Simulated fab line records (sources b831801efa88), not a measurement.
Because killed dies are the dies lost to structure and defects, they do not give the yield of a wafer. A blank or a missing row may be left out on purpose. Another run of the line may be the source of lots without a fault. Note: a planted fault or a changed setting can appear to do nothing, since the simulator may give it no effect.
Problem report in the 8D (eight disciplines) form, filled by code | flow sky130 | the parts of the form that need people (team, actions taken, sign-off) are left out

1. WHAT WENT WRONG
SONOS_TUNNEL_OVL at SKY_SONOS_TUNNEL_OVL_MEAS_08 reads a mean of 223.9 nm on 12 wafers of 4 lots; wafers without a fault read 0.0 nm with a standard deviation of 1.3. So: +99 or more standard deviations from the usual mean.
Seen first at day 15 15:31 on overlay-01, wafer L934.1. Wafers with a number at this step in the record: 48, from 16 lots. Rule for "out", or "out of limits": more than 4 standard deviations from the usual mean. Any other wafer with a number is counted as sound.

2. WHAT IT IS AND WHAT IT IS NOT
question                    | is                     | is not
which readings at this step | SONOS_TUNNEL_OVL       | -
which lots                  | L934, L935, L940, L941 | L921, L923, L924, L925, L926, L929, L930, L931, L932, L933, L939, L943
which wafers of those lots  | all that have a number | -
read on which gauges        | overlay-01, overlay-02 | -
when                        | from day 15 15:31      | up to then (30 sound wafers); but 6 sound wafers of L939, L943 came after

3. SUSPECTS, AND WHAT RULES EACH OUT
Counting: any tool at a process step up to the reading is kept as a suspect provided that every lot that is out went through it and no sound lot did after the first of them.
- ruled out: the gauge at SKY_SONOS_TUNNEL_OVL_MEAS_08. Those wafers that are out were read across 2 gauges (overlay-01, overlay-02).
- iline stepper-02 at SKY_SONOS_TUNNEL_EXPOSE_04 (exposes mask TUNM, target cd 410 nm): kept. It ran every lot that is out, first L934 (day 15 01:56), and no sound lot after that; its last sound lot up to then is L933 (day 14 22:33).
After counting, what remains is iline stepper-02 at SKY_SONOS_TUNNEL_EXPOSE_04.

4. THE CAUSE (what the simulator had put in)
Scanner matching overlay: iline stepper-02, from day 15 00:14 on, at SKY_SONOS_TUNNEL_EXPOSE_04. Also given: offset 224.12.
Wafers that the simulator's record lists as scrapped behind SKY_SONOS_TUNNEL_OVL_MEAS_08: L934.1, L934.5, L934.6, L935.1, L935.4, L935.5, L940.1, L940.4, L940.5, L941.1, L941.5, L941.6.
After counting, this tool was the only one left.

5. THE EFFECT CHAIN, in route order
Rows list readings where the struck wafers' mean (over those with a number) sits beyond 3 standard deviations from the usual. Scope: only readings with a usual standard deviation given in the record; hours: median across lots of the time from each lot's start at the first step in this table that gives one to its start at this step; sigmas: change in usual standard deviations.
hours | step                         | reading          | usual  | on struck wafers | change | sigmas
0     | SKY_SONOS_TUNNEL_OVL_MEAS_08 | SONOS_TUNNEL_OVL | 0.0 nm | 223.9            | +223.9 | +99 or more

6. WHAT WOULD HAVE CAUGHT IT SOONER
15 hours passed between the start of the fault at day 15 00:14 and the first reading out of limits at a measuring or inspecting step in this record, taken at day 15 15:31.
Lots out: 4; of these, L940, L941 started SKY_SONOS_TUNNEL_EXPOSE_04 on iline stepper-02 after day 15 15:31. A hold on the tool at that time would have spared those 2.
